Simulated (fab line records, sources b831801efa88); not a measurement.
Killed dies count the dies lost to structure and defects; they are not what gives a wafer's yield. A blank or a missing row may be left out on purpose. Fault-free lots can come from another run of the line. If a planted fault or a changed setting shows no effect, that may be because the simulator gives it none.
A lot that was struck, set against a sound lot -- flow gf180mcu -- 14 out of 602 route steps
Sound: wafers L390.3, L390.4, L390.6. Wafers struck: L394.2, L394.3, L394.6. At the end, the cause is stated.
For every step that has rows: the tool of each side, followed by ch and its chambers, followed by its first start. Under that, the readings that differ: sound wafers -- struck wafers -- difference of the means -- sigmas: that difference in standard deviations of wafers without a fault.
alike: readings with means less than 2 such deviations apart, plus words and numbers identical on both sides. not compared: withheld readings, readings lacking a value on some wafer, bounds such as >300 that could conceal the same value, and numbers that have no deviation in the record and whose values overlap.
Wherever a step has rows on one side only, a row that says differs or no value, or a row with sigmas, the two part there. Numbers that have no deviation but don't overlap get no sigmas and don't part them. A reading that every wafer of one side lacks parts them only if that side has two wafers or more.

first, 2 steps without rows for these wafers: GF_VT_IMPLANT_PEB_27; GF_VT_IMPLANT_DEVELOP_28 (develop time 60 s).
GF_VT_IMPLANT_OVL_MEAS_29:
  sound on overlay-01 at day 8 13:05; struck on overlay-01 at day 9 17:46
  alike: VT_IMPLANT_02_OVL
following that, these wafers have no rows for 1 step: GF_VT_IMPLANT_IMPLANT_30.
GF_VT_IMPLANT_STRIP_31: strips in O2/N2.
  sound on plasmaAsher-01 ch 0,1, day 8 13:17; struck on plasmaAsher-02 ch 0,1, day 9 17:57
reading,sound,struck,difference,sigmas
drypumpMotorCurrentA (A),6.18 5.50 5.48,6.01 6.53 6.51,+0.63,+2
  alike: heaterPowerW, oesProductAu, stripTimeToEndpointS
  not compared: rfHoursCounterH
GF_VT_IMPLANT_TW_MEAS_32:
  sound on filmMetro-02 at day 8 13:22; struck on filmMetro-02 at day 9 18:04
  alike: VT_IMPLANT_3_TW
then, 6 steps without rows for these wafers: GF_VT_IMPLANT_DEHYDRATE_33 (time 60 s); GF_VT_IMPLANT_HMDS_34 (prime time 60 s); GF_VT_IMPLANT_COAT_35 (resist thk 1000 nm); GF_VT_IMPLANT_SOFTBAKE_36 (time 60 s); GF_VT_IMPLANT_EXPOSE_37 (exposes mask Nwell HV AREA, target cd 860 nm); GF_VT_IMPLANT_PEB_38.
GF_VT_IMPLANT_DEVELOP_39: develop time 60 s.
  struck on lithoTrack-01, day 10 11:42; sound on lithoTrack-01 ch 0, day 9 06:05
  no value came back on the struck wafers for chillPlateTempC (C), developTimeS (s); on the sound wafers chillPlateTempC (C) reads 23.15 23.07 22.98
GF_VT_IMPLANT_OVL_MEAS_40:
  sound on overlay-02 at day 9 06:11; struck on overlay-01 at day 10 11:50
reading,sound,struck,difference,sigmas
VT_IMPLANT_03_OVL (nm),0.0 -2.1 -1.6,- - -,no value on the struck wafers,

== WHERE THEY PART ==
First at GF_VT_IMPLANT_STRIP_31; last, within this record, at GF_VT_IMPLANT_OVL_MEAS_40.

WHY: what had been put in by the simulator
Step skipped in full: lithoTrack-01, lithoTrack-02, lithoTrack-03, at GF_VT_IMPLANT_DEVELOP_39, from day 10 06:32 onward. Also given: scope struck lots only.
